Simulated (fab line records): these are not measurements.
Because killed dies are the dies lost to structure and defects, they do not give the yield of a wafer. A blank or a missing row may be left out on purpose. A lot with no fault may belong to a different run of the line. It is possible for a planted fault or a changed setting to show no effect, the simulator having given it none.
Which tool was responsible? + flow gf180mcu + 6 lots with 18 wafers sampled at 3 steps, on a route of 602 steps

WHAT THE GAUGES SHOWED, per wafer
GF_TOP_METAL_RS_MEAS_05: measures by four-point-probe.
| lot  | measured     | on           | TOP_METAL_ALCU_RS (ohm/sq) |
|------|--------------|--------------|----------------------------|
| L689 | day 27 14:50 | filmMetro-03 | 0.03266 0.03255 0.03292    |
| L691 | day 28 10:46 | filmMetro-02 | 0.03224 0.03247 0.03206    |
| L693 | day 28 22:14 | filmMetro-03 | 0.03248 0.03232 0.03256    |
| L695 | day 29 10:16 | filmMetro-04 | 0.03284 0.03268 0.03302    |
| L705 | day 32 04:01 | filmMetro-03 | 0.03261 0.03284 0.03293    |
| L707 | day 32 22:22 | filmMetro-04 | 0.03246 0.03232 0.03206    |

WHAT TOOL EACH LOT RAN ON (gives the tool, then ch and the chambers of the sampled wafers, and finally the start)
| lot  | GF_HV_LDD_STRIP_22                  | GF_TOP_METAL_SPUTTER_02     |
|------|-------------------------------------|-----------------------------|
| L689 | plasmaAsher-02 ch 1, day 11 05:32   | pvdSputter-04, day 27 14:43 |
| L691 | plasmaAsher-02 ch 0,1, day 12 00:50 | pvdSputter-01, day 28 10:39 |
| L693 | plasmaAsher-01 ch 0,1, day 12 10:07 | pvdSputter-04, day 28 22:08 |
| L695 | plasmaAsher-01 ch 0,1, day 12 22:18 | pvdSputter-01, day 29 10:08 |
| L705 | plasmaAsher-03 ch 0,1, day 16 01:38 | pvdSputter-04, day 32 03:50 |
| L707 | plasmaAsher-01 ch 0,1, day 16 21:13 | pvdSputter-02, day 32 22:15 |
- GF_HV_LDD_STRIP_22: strips in O2/N2.
- GF_TOP_METAL_SPUTTER_02: material AlCu, target thk 900 nm, time 47.82 s.

THE ANSWER, worked out from the rows above alone
Rule: the usual values come from the lots themselves. Put in order of their means at a reading, lots are off if they are a third of the lots or fewer, leave a main group of 4 or more, and stand apart from it by a gap of 3 or more times the standard deviation of the main group's means; of several such gaps the widest counts. A main group is skipped when, at the precision printed for the reading in the tables above, its means are all equal. A lot without any number at a reading at which 4 lots or more have one is off too. All remaining lots with rows at the step are treated as sound.
None of the lots is off at any reading shown; this tells nothing.

WHAT THE SIMULATOR PUT IN
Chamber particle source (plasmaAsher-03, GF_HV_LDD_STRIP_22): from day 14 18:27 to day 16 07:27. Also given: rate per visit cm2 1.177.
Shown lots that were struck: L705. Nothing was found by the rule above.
